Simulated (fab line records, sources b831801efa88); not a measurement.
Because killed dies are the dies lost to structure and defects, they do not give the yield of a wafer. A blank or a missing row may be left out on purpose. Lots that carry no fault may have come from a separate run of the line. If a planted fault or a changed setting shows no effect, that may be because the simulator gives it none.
Comparing a struck lot with a sound one + flow sky130 + 24 out of 708 route steps
Sound: wafers L150.1, L150.2, L150.5. Struck: wafers L142.3, L142.5, L142.6. The cause is named last.
At each step with rows: each side's tool, then ch and its chambers, then its first start. Under that, the readings that differ: sound wafers + struck wafers + difference of the means + sigmas: that difference in standard deviations of wafers without a fault.
alike: readings with means less than 2 such deviations apart, plus words and numbers identical on both sides. not compared: withheld readings, readings lacking a value on some wafer, bounds such as >300 that could conceal the same value, and numbers that have no deviation in the record and whose values overlap.
The two part at a step that has a row with sigmas, a row that says differs or no value, or rows on one side only. Numbers that have no deviation but don't overlap get no sigmas and don't part them. Lack of a reading on every wafer of one side parts them only where that side has two or more wafers.

first, 2 steps without rows for these wafers: SKY_POLY_GATE_CLEAN_19 (cleans in SC1/SC2, time 150 s); SKY_POLY_GATE_OXIDATION_20 (stabilise 600 s, purge 300 s, target thk 4 nm).
SKY_POLY_GATE_THK_MEAS_21:
  sound on film metro-04 at day 23 11:15; struck on film metro-01 at day 20 03:11
  alike: POLY_GATE_OXIDATION_THK
SKY_POLY_GATE_CD_MEAS_22:
  sound on cd sem-02 at day 23 11:19; struck on cd sem-01 at day 20 03:16
  alike: cd nm
then, 7 steps without rows for these wafers: SKY_LDD_N_DEHYDRATE_00 (time 60 s); SKY_LDD_N_HMDS_01 (prime time 60 s); SKY_LDD_N_COAT_02 (resist thk 300 nm); SKY_LDD_N_SOFTBAKE_03 (time 60 s); SKY_LDD_N_EXPOSE_04 (exposes mask NTM, target cd 840 nm); SKY_LDD_N_PEB_05; SKY_LDD_N_DEVELOP_06 (develop time 60 s).
SKY_LDD_N_OVL_MEAS_07:
  sound on overlay-01 at day 24 16:16; struck on overlay-02 at day 21 10:13
  alike: LDD_N_OVL
SKY_LDD_N_IMPLANT_08:
  sound on implanter-04 ch 0, day 24 16:18; struck on implanter-02 ch 0, day 21 10:37
then, 7 steps without rows for these wafers: SKY_LDD_N_IMPLANT_09; SKY_LDD_N_IMPLANT_10; SKY_LDD_N_IMPLANT_11; SKY_LDD_N_IMPLANT_12; SKY_LDD_N_IMPLANT_13; SKY_LDD_N_IMPLANT_14; SKY_LDD_N_IMPLANT_15.
SKY_LDD_N_STRIP_16: strips in O2/N2.
  sound on plasma asher-01 ch 0,1, day 24 17:30; struck on plasma asher-03 ch 0,1, day 21 11:48
| reading                      | sound             | struck            | difference | sigmas |
|------------------------------|-------------------|-------------------|------------|--------|
| strip time to endpoint s (s) | 4.288 4.268 4.289 | 4.498 4.510 4.504 | +0.222     | +15    |
  alike: drypump motor current A, oes product au
  not compared: rf hours counter h
SKY_LDD_N_TW_MEAS_17:
  sound on film metro-03 at day 24 17:36; struck on film metro-02 at day 21 11:53
  alike: LDD_N_TW
then, 1 step without rows for these wafers: SKY_LDD_P_DEHYDRATE_00 (time 60 s).
-- record jumps: 27 days separate the struck wafers' starts on either side; left off in module LDD_P, taken up again in module PAD_OPEN, whose first shown step is the route's number 708 --
SKY_PAD_OPEN_PROBE_99:
  sound on prober-01 at day 50 04:43; struck on prober-02 at day 48 02:02
| reading                     | sound             | struck            | difference | sigmas |
|-----------------------------|-------------------|-------------------|------------|--------|
| model.etest.tip n.rs ohm sq | 445.2 446.4 442.7 | 392.8 391.7 392.5 | -52.4      |        |
  alike: killed_at_M0_to_M3, killed_at_M4_up, killed at contacts, killed at front end, killed at other, killed dies, killed open, killed short
  not compared: model.etest.via3 chain.rc ohm, model.etest.nfet_01v8_lvt.vt sat v, model.etest.nfet_01v8.vt sat v

## WHERE THEY PART
SKY_LDD_N_STRIP_16 only, going by this record. Later steps at which nothing parts them and some readings are alike: SKY_LDD_N_TW_MEAS_17, SKY_PAD_OPEN_PROBE_99.

WHY: whatever the simulator had introduced
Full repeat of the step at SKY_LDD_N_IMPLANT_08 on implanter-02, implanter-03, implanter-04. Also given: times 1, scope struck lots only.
